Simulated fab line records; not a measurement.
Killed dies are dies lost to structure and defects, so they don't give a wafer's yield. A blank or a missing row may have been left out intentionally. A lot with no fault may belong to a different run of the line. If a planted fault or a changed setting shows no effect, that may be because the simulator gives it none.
Which tool is to blame? :: flow sky130 :: 13 lots with 39 wafers sampled at 4 steps, on a route of 708 steps

WHAT THE GAUGES SHOWED, per wafer
SKY_CAP2M_OVL_MEAS_12. Usual: CAP2M_OVL gives 1.3 nm (standard deviation 1.5).
lot: L540
measured: day 40 17:36
on: overlay-01
CAP2M_OVL (nm): 2.3 2.2 2.7
flag: 

lot: L541
measured: day 40 18:54
on: overlay-02
CAP2M_OVL (nm): 0.5 2.0 3.0
flag: 

lot: L542
measured: day 40 23:03
on: overlay-01
CAP2M_OVL (nm): 1.2 1.2 1.4
flag: 

lot: L544
measured: day 41 18:01
on: overlay-02
CAP2M_OVL (nm): 3.2 2.8 3.5
flag: 

lot: L549
measured: day 43 15:46
on: overlay-02
CAP2M_OVL (nm): -0.7 -0.6 -1.5
flag: 

lot: L553
measured: day 44 20:36
on: overlay-01
CAP2M_OVL (nm): 2.1 3.0 0.8
flag: 

lot: L554
measured: day 44 20:55
on: overlay-02
CAP2M_OVL (nm): 3.8 2.2 4.0
flag: 

lot: L555
measured: day 45 07:39
on: overlay-02
CAP2M_OVL (nm): 1.3 0.9 -0.2
flag: 

lot: L556
measured: day 45 13:52
on: overlay-02
CAP2M_OVL (nm): 0.8 1.5 2.3
flag: 

lot: L559
measured: day 46 02:15
on: overlay-02
CAP2M_OVL (nm): 2.5 2.3 2.3
flag: 

lot: L561
measured: day 46 05:06
on: overlay-01
CAP2M_OVL (nm): -2.6 -0.9 -0.8
flag: 

lot: L562
measured: day 46 15:09
on: overlay-01
CAP2M_OVL (nm): 0.8 2.2 0.9
flag: 

lot: L563
measured: day 47 06:30
on: overlay-02
CAP2M_OVL (nm): 2.4 3.0 2.4
flag: 

SKY_VIA4_THK_MEAS_01. Usual: VIA4_HDPCVD_THK gives 1686 nm (standard deviation 21).
lot: L540
measured: day 41 20:07
on: film-metro-02
VIA4_HDPCVD_THK (nm): 1708 1679 1698
flag: 

lot: L541
measured: day 41 20:52
on: film-metro-02
VIA4_HDPCVD_THK (nm): 1665 1665 1666
flag: 

lot: L542
measured: day 42 00:24
on: film-metro-03
VIA4_HDPCVD_THK (nm): 1680 1728 1700
flag: 

lot: L544
measured: day 42 19:53
on: film-metro-03
VIA4_HDPCVD_THK (nm): 1682 1697 1698
flag: 

lot: L549
measured: day 44 16:10
on: film-metro-02
VIA4_HDPCVD_THK (nm): 1681 1684 1667
flag: 

lot: L553
measured: day 45 19:37
on: film-metro-03
VIA4_HDPCVD_THK (nm): 1675 1684 1704
flag: 

lot: L554
measured: day 45 20:20
on: film-metro-03
VIA4_HDPCVD_THK (nm): 1680 1660 1661
flag: 

lot: L555
measured: day 46 06:58
on: film-metro-03
VIA4_HDPCVD_THK (nm): 1697 1682 1675
flag: 

lot: L556
measured: day 46 11:07
on: film-metro-01
VIA4_HDPCVD_THK (nm): 1735 1684 1718
flag: 

lot: L559
measured: day 47 01:04
on: film-metro-02
VIA4_HDPCVD_THK (nm): 1676 1685 1678
flag: 

lot: L561
measured: day 47 02:10
on: film-metro-02
VIA4_HDPCVD_THK (nm): 1707 1706 1695
flag: 

lot: L562
measured: day 47 12:08
on: film-metro-03
VIA4_HDPCVD_THK (nm): 1696 1707 1660
flag: 

lot: L563
measured: day 48 03:45
on: film-metro-02
VIA4_HDPCVD_THK (nm): 1677 1688 1690
flag: 

WHICH TOOL RAN EACH LOT (tool, then ch and the chambers of the sampled wafers, then the start)
lot: L540
SKY_LI_CONTACT_CMP_24: cmp-02 ch 0,1,3, day 29 02:12
SKY_VIA3_CMP_24: cmp-02 ch 0,1,3, day 39 16:49

lot: L541
SKY_LI_CONTACT_CMP_24: cmp-01 ch 0,2, day 29 06:15
SKY_VIA3_CMP_24: cmp-01 ch 0,3, day 39 17:40

lot: L542
SKY_LI_CONTACT_CMP_24: cmp-01 ch 0,2,3, day 29 12:59
SKY_VIA3_CMP_24: cmp-01 ch 0,2, day 39 22:29

lot: L544
SKY_LI_CONTACT_CMP_24: cmp-01 ch 1,2,3, day 30 06:23
SKY_VIA3_CMP_24: cmp-01 ch 0,2,3, day 40 17:25

lot: L549
SKY_LI_CONTACT_CMP_24: cmp-01 ch 0,2,3, day 32 13:26
SKY_VIA3_CMP_24: cmp-02 ch 0,2,3, day 42 16:28

lot: L553
SKY_LI_CONTACT_CMP_24: cmp-02 ch 1,2, day 33 19:16
SKY_VIA3_CMP_24: cmp-01 ch 1,2, day 43 22:08

lot: L554
SKY_LI_CONTACT_CMP_24: cmp-02 ch 0,1,3, day 33 22:21
SKY_VIA3_CMP_24: cmp-01 ch 0,2,3, day 43 22:32

lot: L555
SKY_LI_CONTACT_CMP_24: cmp-02 ch 0,2, day 34 16:40
SKY_VIA3_CMP_24: cmp-02 ch 1,3, day 44 09:28

lot: L556
SKY_LI_CONTACT_CMP_24: cmp-02 ch 1,2,3, day 34 19:11
SKY_VIA3_CMP_24: cmp-01 ch 0,2,3, day 44 15:58

lot: L559
SKY_LI_CONTACT_CMP_24: cmp-01 ch 1,2, day 35 16:01
SKY_VIA3_CMP_24: cmp-01 ch 0,1, day 45 05:24

lot: L561
SKY_LI_CONTACT_CMP_24: cmp-02 ch 1,2, day 35 20:49
SKY_VIA3_CMP_24: cmp-02 ch 1,3, day 45 07:42

lot: L562
SKY_LI_CONTACT_CMP_24: cmp-02 ch 0,1,2, day 36 04:44
SKY_VIA3_CMP_24: cmp-02 ch 1,2,3, day 45 18:05

lot: L563
SKY_LI_CONTACT_CMP_24: cmp-01 ch 0,1,2, day 37 01:13
SKY_VIA3_CMP_24: cmp-02 ch 0,2,3, day 46 09:16
- SKY_LI_CONTACT_CMP_24: polishes, stops on PSG, t overpolish 20 s, target thk 0 nm.
- SKY_VIA3_CMP_24: polishes, stops on SiO2, t overpolish 20 s, target thk 0 nm.

AS READ BY THE TOOLS THEMSELVES (means over the sampled wafers that have a number; for cases with no such wafer, the mark the record gives instead)
SKY_LI_CONTACT_CMP_24. Usual: motor-current-A 10.4 A, standard deviation 0.92; overpolish-run-s 19.999 s, standard deviation 0.0082; platen-rpm 60.00 rpm, standard deviation 0.041; time-to-endpoint-s 96 s, standard deviation 3.8.
lot: L540
tool: cmp-02
motor-current-A (A): 10.5
overpolish-run-s (s): 20.000
platen-rpm (rpm): 59.97
time-to-endpoint-s (s): 94
flag: 

lot: L541
tool: cmp-01
motor-current-A (A): 10.4
overpolish-run-s (s): 19.988
platen-rpm (rpm): 59.98
time-to-endpoint-s (s): 97
flag: 

lot: L542
tool: cmp-01
motor-current-A (A): 10.8
overpolish-run-s (s): 20.004
platen-rpm (rpm): 60.00
time-to-endpoint-s (s): 94
flag: 

lot: L544
tool: cmp-01
motor-current-A (A): 10.1
overpolish-run-s (s): 20.000
platen-rpm (rpm): 60.02
time-to-endpoint-s (s): 97
flag: 

lot: L549
tool: cmp-01
motor-current-A (A): 10.8
overpolish-run-s (s): 20.006
platen-rpm (rpm): 59.98
time-to-endpoint-s (s): 95
flag: 

lot: L553
tool: cmp-02
motor-current-A (A): 11.2
overpolish-run-s (s): 20.004
platen-rpm (rpm): 60.00
time-to-endpoint-s (s): 93
flag: 

lot: L554
tool: cmp-02
motor-current-A (A): 10.5
overpolish-run-s (s): 20.011
platen-rpm (rpm): 59.99
time-to-endpoint-s (s): 98
flag: 

lot: L555
tool: cmp-02
motor-current-A (A): 10.8
overpolish-run-s (s): 19.994
platen-rpm (rpm): 60.06
time-to-endpoint-s (s): 92
flag: 

lot: L556
tool: cmp-02
motor-current-A (A): 11.1
overpolish-run-s (s): 19.995
platen-rpm (rpm): 60.00
time-to-endpoint-s (s): 94
flag: 

lot: L559
tool: cmp-01
motor-current-A (A): 9.7
overpolish-run-s (s): 20.005
platen-rpm (rpm): 60.01
time-to-endpoint-s (s): 101
flag: 

lot: L561
tool: cmp-02
motor-current-A (A): 11.0
overpolish-run-s (s): 20.002
platen-rpm (rpm): 59.97
time-to-endpoint-s (s): 93
flag: 

lot: L562
tool: cmp-02
motor-current-A (A): 10.4
overpolish-run-s (s): 19.996
platen-rpm (rpm): 60.01
time-to-endpoint-s (s): 92
flag: 

lot: L563
tool: cmp-01
motor-current-A (A): 9.9
overpolish-run-s (s): 20.004
platen-rpm (rpm): 60.01
time-to-endpoint-s (s): 98
flag: 

SKY_VIA3_CMP_24. Usual: motor-current-A 10.4 A, standard deviation 0.89; overpolish-run-s 19.999 s, standard deviation 0.0081; platen-rpm 60.00 rpm, standard deviation 0.043; time-to-endpoint-s 96 s, standard deviation 5.9.
lot: L540
tool: cmp-02
motor-current-A (A): 10.9
overpolish-run-s (s): 20.001
platen-rpm (rpm): 60.04
time-to-endpoint-s (s): 92
flag: 

lot: L541
tool: cmp-01
motor-current-A (A): 10.6
overpolish-run-s (s): 19.999
platen-rpm (rpm): 60.03
time-to-endpoint-s (s): 102
flag: 

lot: L542
tool: cmp-01
motor-current-A (A): 10.8
overpolish-run-s (s): 20.005
platen-rpm (rpm): 60.00
time-to-endpoint-s (s): 95
flag: 

lot: L544
tool: cmp-01
motor-current-A (A): 10.9
overpolish-run-s (s): 20.004
platen-rpm (rpm): 60.05
time-to-endpoint-s (s): 104
flag: 

lot: L549
tool: cmp-02
motor-current-A (A): 10.6
overpolish-run-s (s): 19.992
platen-rpm (rpm): 59.98
time-to-endpoint-s (s): 89
flag: 

lot: L553
tool: cmp-01
motor-current-A (A): 9.7
overpolish-run-s (s): 20.004
platen-rpm (rpm): 60.02
time-to-endpoint-s (s): 101
flag: 

lot: L554
tool: cmp-01
motor-current-A (A): 10.4
overpolish-run-s (s): 20.001
platen-rpm (rpm): 60.02
time-to-endpoint-s (s): 92
flag: 

lot: L555
tool: cmp-02
motor-current-A (A): 10.8
overpolish-run-s (s): 20.000
platen-rpm (rpm): 59.95
time-to-endpoint-s (s): 92
flag: 

lot: L556
tool: cmp-01
motor-current-A (A): 10.7
overpolish-run-s (s): 20.005
platen-rpm (rpm): 59.97
time-to-endpoint-s (s): 99
flag: 

lot: L559
tool: cmp-01
motor-current-A (A): 9.3
overpolish-run-s (s): 19.997
platen-rpm (rpm): 60.00
time-to-endpoint-s (s): 96
flag: 

lot: L561
tool: cmp-02
motor-current-A (A): 10.9
overpolish-run-s (s): 20.005
platen-rpm (rpm): 60.00
time-to-endpoint-s (s): 93
flag: 

lot: L562
tool: cmp-02
motor-current-A (A): 10.9
overpolish-run-s (s): 19.997
platen-rpm (rpm): 60.00
time-to-endpoint-s (s): 92
flag: 

lot: L563
tool: cmp-02
motor-current-A (A): 10.7
overpolish-run-s (s): 19.998
platen-rpm (rpm): 60.02
time-to-endpoint-s (s): 88
flag: 

THE ANSWER, worked out from the rows above alone
Rule: take the mean of a lot's wafers that have a number; if it is more than 3 standard deviations from the usual mean, the lot is off. A lot without any number at a reading at which 4 lots or more have one is off too. Any other lot the step has rows for is counted as sound. Order of review: gauges by route order, followed by the tools' own readings, for which a lot's mean as printed above is used. The first step at which some lot is off is used, and at that step the reading that is off furthest; a lot without a number counts as furthest.
No lot is off on any of the readings shown, so nothing can be concluded from this.

WHAT HAD BEEN PUT IN BY THE SIMULATOR
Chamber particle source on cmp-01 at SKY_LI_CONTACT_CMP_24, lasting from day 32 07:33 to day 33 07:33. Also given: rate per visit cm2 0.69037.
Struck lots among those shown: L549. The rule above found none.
